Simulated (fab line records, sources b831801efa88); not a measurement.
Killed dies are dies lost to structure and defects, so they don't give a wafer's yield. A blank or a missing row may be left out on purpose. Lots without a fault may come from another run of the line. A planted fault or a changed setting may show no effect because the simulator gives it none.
Chamber matching | flow sky130 | SKY_LI_CONTACT_ETCH_15 on rie_diel-03: 4 sister chambers
The step etches PSG in C4F8/O2/Ar, stops on Si, target depth 600 nm. 16 wafers are shown with their chamber, then 8 later ones without.

WAFERS WITH THEIR CHAMBER
wafer  | chamber | rf_fwd_power_W (W) | oes_product_au (a.u.)
L078.2 | 2       | 1491               | 0.827
L078.3 | 0       | 1496               | 0.829
L078.6 | 2       | 1500               | 0.835
L079.1 | 3       | 1495               | 0.831
L079.5 | 1       | 1492               | 0.836
L079.6 | 2       | 1489               | 0.838
L081.2 | 0       | 1498               | 0.837
L081.4 | 2       | 1483               | 0.827
L081.5 | 0       | 1496               | 0.832
L082.2 | 0       | 1498               | 0.838
L082.4 | 0       | 1492               | 0.846
L082.5 | 1       | 1492               | 0.841
L085.1 | 0       | 1492               | 0.830
L085.3 | 1       | 1494               | 0.830
L085.4 | 3       | 1493               | 0.826
L084.3 | 1       | 1483               | 0.824

SIGNATURES (means of the wafers above)
reading        | chamber 0 | chamber 1 | chamber 2 | chamber 3 | scatter within a chamber
rf_fwd_power_W | 1495.33   | 1490.25   | 1490.75   | 1494.00   | 4.66
oes_product_au | 0.83533   | 0.83275   | 0.83175   | 0.82850   | 0.00628
Rule: a wafer's distance from a chamber is the root of the sum, over the readings, of the square of ((its reading less the chamber's mean) divided by the reading's scatter). The wafer belongs to the nearest chamber; if the next one is less than 2 further off, it can't be placed. The scatter: the root of (the sum of the squares of (reading less its chamber's mean) over the shown wafers, divided by (wafers less chambers)).

WAFERS WITHOUT THEIR CHAMBER
wafer  | rf_fwd_power_W (W) | oes_product_au (a.u.)
L084.5 | 1484               | 0.827
L084.6 | 1498               | 0.829
L092.1 | 1491               | 0.826
L092.3 | 1492               | 0.835
L092.5 | 1487               | 0.837
L095.2 | 1495               | 0.838
L095.4 | 1495               | 0.830
L095.5 | 1497               | 0.823

WHICH CHAMBER EACH WENT THROUGH
wafer  | from the rows above               | in truth
L084.5 | can't be placed: 1 or 2 or 3 or 0 | 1
L084.6 | can't be placed: 3 or 0 or 2 or 1 | 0
L092.1 | can't be placed: 3 or 2 or 1 or 0 | 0
L092.3 | can't be placed: 1 or 2 or 0 or 3 | 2
L092.5 | can't be placed: 1 or 2 or 0 or 3 | 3
L095.2 | can't be placed: 0 or 1 or 2 or 3 | 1
L095.4 | can't be placed: 3 or 0 or 2 or 1 | 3
L095.5 | can't be placed: 3 or 2 or 0 or 1 | 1
Placed correctly: 0 of 8. Can't be placed from these rows: 8 (the true chamber is among the candidates in 8). Placed wrongly: 0.
